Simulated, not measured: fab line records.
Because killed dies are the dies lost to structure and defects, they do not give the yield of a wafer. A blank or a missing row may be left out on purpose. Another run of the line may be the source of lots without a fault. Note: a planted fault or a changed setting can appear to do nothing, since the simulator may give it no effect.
Struck lot and sound lot, side by side	flow gf180mcu	14 steps out of a route of 602
Sound: wafers L139.4, L139.5, L139.6. Wafers struck: L134.2, L134.3, L134.6. At the end, the cause is stated.
For every step that has rows: the tool of each side, followed by ch and its chambers, followed by its first start. Under that, the readings that differ: sound wafers	struck wafers	difference of the means	sigmas: that difference in standard deviations of wafers without a fault.
alike: readings whose means differ by less than 2 such deviations, and words and numbers that are the same on both sides. not compared: withheld readings, readings that some wafer has no value for, bounds like >300 that may hide the same value, and numbers for which the record gives no deviation and whose values overlap.
The two part at a step that has a row with sigmas, a row that says differs or no value, or rows on one side only. Numbers that don't overlap but have no deviation are shown without sigmas and don't part them. Lack of a reading on every wafer of one side parts them only where that side has two or more wafers.

GF_V1_OVL_MEAS_15:
  sound on overlay-01 at day 25 11:13; struck on overlay-02 at day 24 01:12
  alike: V1_OVL
GF_V1_ETCH_16: etches BARC in N2/H2.
  sound on rie-diel-04 ch 0,1, day 25 11:13; struck on rie-diel-01 ch 0,1,3, day 24 01:14
  alike: chamber-pressure-mTorr, drypump-motor-current-A, n2-flow-sccm, oes-product-au, throttle-valve-pct
then, 1 step without rows for these wafers: GF_V1_ETCH_17 (etches SiO2 in C4F8/O2/Ar, stops on TiN, target depth 630 nm).
GF_V1_STRIP_18: strips in O2/N2.
  sound on plasma-asher-03 ch 0,1, day 25 11:23; struck on plasma-asher-04 ch 0,1, day 24 01:22
  alike: chamber-pressure-mTorr, drypump-motor-current-A, heater-power-w, n2-flow-sccm, oes-product-au
  not compared: rf-hours-counter-h
then, 2 steps without rows for these wafers: GF_V1_STRIP_19 (strips in post etch residue remover, time 1200 s); GF_V1_CLEAN_20 (cleans in DIW).
GF_V1_SPUTTER_21: material Ti, target thk 15 nm, time 80.02 s.
  sound on pvd-sputter-01 at day 25 11:53; struck on pvd-sputter-01 at day 24 01:53
  alike: cathode-dc-power-W, chamber-pressure-pa, throttle-valve-pct
then, 1 step without rows for these wafers: GF_V1_SPUTTER_22 (material TiN, target thk 10 nm, time 40 s).
GF_V1_CVD_23: deposits W, target thk 350 nm, time 105.05 s.
  sound on cvd-w-02 ch 0,1, day 25 12:01; struck on cvd-w-02 ch 0,1, day 24 01:59
  alike: heater-power-w
GF_V1_RS_MEAS_24: measurement is done with a four-point probe.
  sound on film-metro-03 at day 25 12:10; struck on film-metro-03 at day 24 02:08
  alike: V1_W_RS
GF_V1_THK_MEAS_25: measures by xrf.
  sound on film-metro-03 at day 25 12:15; struck on film-metro-03 at day 24 02:14
  alike: V1_W_THK
then, 1 step without rows for these wafers: GF_V1_CMP_26 (polishes, stops on SiO2, t overpolish 15 s, target thk 0 nm).
GF_M2_SPUTTER_00: material Ti, target thk 37.5 nm, time 150 s.
  sound on pvd-sputter-04 at day 25 12:35; struck on pvd-sputter-04 at day 24 02:35
  no value came back on the struck wafers for cathode-dc-power-W (W), chamber-pressure-pa (Pa), throttle-valve-pct (%); on the sound wafers cathode-dc-power-W (W) reads 3999.1 4000.0 3999.9
GF_M2_SPUTTER_01: material TiN, target thk 30 nm, time 25 s.
  sound on pvd-sputter-04 at day 25 12:41; struck on pvd-sputter-04 at day 24 02:41
  alike: cathode-dc-power-W, chamber-pressure-pa, throttle-valve-pct

WHERE THEY PART
Only at GF_M2_SPUTTER_00, as far as this record shows. Later steps at which nothing parts them and some readings are alike: GF_M2_SPUTTER_01.

WHY: what the simulator had put in
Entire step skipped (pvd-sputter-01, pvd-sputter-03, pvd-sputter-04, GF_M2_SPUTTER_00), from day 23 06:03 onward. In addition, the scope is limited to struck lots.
